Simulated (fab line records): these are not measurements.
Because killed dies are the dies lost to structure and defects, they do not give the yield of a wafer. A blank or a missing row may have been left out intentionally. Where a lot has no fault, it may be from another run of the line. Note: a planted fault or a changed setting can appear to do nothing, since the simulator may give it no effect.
Comparing a struck lot with a sound one    flow sky130    34 out of 708 route steps
Sound: the wafers L963.1, L963.4, L963.6. The struck wafers were L976.1, L976.3, L976.5. The cause is named last.
Per side, at each step with rows, come the tool, then ch with its chambers, and then its first start. Under that, the readings that differ: sound wafers    struck wafers    difference of the means    sigmas: that difference in standard deviations of wafers without a fault.
alike: same words and numbers on both sides, and readings whose means sit less than 2 such deviations apart. not compared: any withheld reading, any reading some wafer has no value for, any bound like >300 that may hide the same value, and any number with overlapping values for which the record gives no deviation.
A row with sigmas, a row that says differs or no value, or rows on one side alone: a step with any of these is where the two part. Numbers that don't overlap but have no deviation are shown without sigmas and don't part them. A reading that every wafer of one side lacks parts them only if that side has two wafers or more.

first, 10 steps without rows for these wafers: SKY_VIA1_EXPOSE_09 (exposes mask VIM, target cd 150 nm); SKY_VIA1_PEB_10; SKY_VIA1_DEVELOP_11 (develop time 60 s); SKY_VIA1_ETCH_14 (etches BARC in N2/H2, stops on SiO2, time 45.9 s, target depth 60 nm); SKY_VIA1_ETCH_15 (etches SiO2 in C4F8/O2/Ar, stops on TiN, target depth 351 nm, time 54 s); SKY_VIA1_STRIP_16 (strips in O2/N2); SKY_VIA1_STRIP_17 (strips in post etch residue remover, time 1200 s); SKY_VIA1_CLEAN_18 (cleans in IPA, time 180 s); SKY_VIA1_CLEAN_19 (cleans in O3/DIW); SKY_VIA1_SPUTTER_20 (material TiN, target thk 20 nm, time 80 s).
SKY_VIA1_CVD_21: deposits W, target thk 270 nm, time 80.902 s.
  sound on cvdW-02 ch 0,1, day 35 06:09; struck on cvdW-02 ch 0,1, day 39 17:50
  alike: chamberPressureTorr, heaterPowerW
then, 14 steps without rows for these wafers: SKY_VIA1_CMP_24 (polishes, stops on SiO2, t overpolish 15 s, target thk 0 nm); SKY_METAL2_SPUTTER_00 (material Ti, target thk 15 nm, time 10 s); SKY_METAL2_SPUTTER_01 (material TiN, target thk 20 nm, time 16.7 s); SKY_METAL2_SPUTTER_02 (material AlCu, target thk 250 nm, time 13.3 s); SKY_METAL2_SPUTTER_03 (material Ti, target thk 5 nm, time 3.3 s); SKY_METAL2_SPUTTER_04 (material TiN, target thk 70 nm, time 58.3 s); SKY_METAL2_DEHYDRATE_07 (time 60 s); SKY_METAL2_HMDS_08 (prime time 60 s); SKY_METAL2_COAT_09 (resist thk 60 nm); SKY_METAL2_COAT_10 (resist thk 450 nm); SKY_METAL2_SOFTBAKE_11 (time 90 s); SKY_METAL2_EXPOSE_12 (exposes mask MM2, target cd 140 nm); SKY_METAL2_PEB_13; SKY_METAL2_DEVELOP_14 (develop time 60 s).
SKY_METAL2_DESCUM_17: chemistry O2, time 8 s.
  sound on rieMetal-01 ch 0, day 36 09:40; struck on rieMetal-01 ch 1, day 40 19:16
reading                 sound            struck             difference  sigmas
model.METAL2.cdNm (nm)  141 141.3 139.9  137.5 139.6 138.7  -2.1        
  alike: drypumpMotorCurrentA, heBacksideLeakSccm, oesProductAu, rfFwdPowerW, tempC
  not compared: rfHoursCounterH
then, 1 step without rows for these wafers: SKY_METAL2_ETCH_18 (etches BARC in N2/H2, stops on SiO2, time 45.9 s, target depth 60 nm).
SKY_METAL2_METAL_ETCH_19: etches the open film in Cl2/BCl3, stops on SiO2, target depth 360 nm, time 78 s.
  sound on rieMetal-01 ch 0, day 36 09:46; struck on rieMetal-01 ch 1, day 40 19:23
  alike: drypumpMotorCurrentA, heBacksideLeakSccm, oesProductAu, rfFwdPowerW, throttleValvePct
  not compared: rfHoursCounterH, model.METAL2.cdNm
then, 5 steps without rows for these wafers: SKY_METAL2_STRIP_20 (strips in O2/N2); SKY_METAL2_STRIP_21 (strips in post etch residue remover, time 1200 s); SKY_METAL2_CLEAN_22 (cleans in IPA, time 180 s); SKY_METAL2_CLEAN_23 (cleans in O3/DIW); SKY_VIA2_HDPCVD_00 (deposits SiO2, target thk 1180 nm, time 196.7 s).
-- the record jumps here: 9 days lie between the struck wafers' starts before and after (it left off in module VIA2 and takes up again in module PAD_OPEN, whose first step shown is number 708 of the route) --
SKY_PAD_OPEN_PROBE_99:
  sound on prober-01 at day 46 19:30; struck on prober-02 at day 50 01:57
reading                   sound         struck         difference  sigmas
killed_at_M0_to_M3        42 49 53      70 66 46       +13         +2
sort_bin_3_pad_short (%)  0.8 1.0 0.6   1.0 1.4 3.0    +1.0        +2
sort_bin_5_function (%)   9.3 8.3 11.8  15.2 15.7 8.9  +3.5        +2
  alike: defectLimitedYield, killed_at_M4_up, killedAtContacts, killedAtFrontEnd, killedAtOther, killedDies, killedOpen, killedShort, sort_bin_6_memory, sortNPass, sortYieldPct
  not compared: model.etest.tester.sortNPass, model.etest.met2.widthNm, model.etest.tester.sortYieldPct, model.etest.tester.sort_bin_5_pct, model.etest.tester.sort_bin_3_pct, model.etest.met2.lineOhmUm

## WHERE THEY PART
Within this record, at SKY_PAD_OPEN_PROBE_99 only.

WHY: the cause the simulator had injected
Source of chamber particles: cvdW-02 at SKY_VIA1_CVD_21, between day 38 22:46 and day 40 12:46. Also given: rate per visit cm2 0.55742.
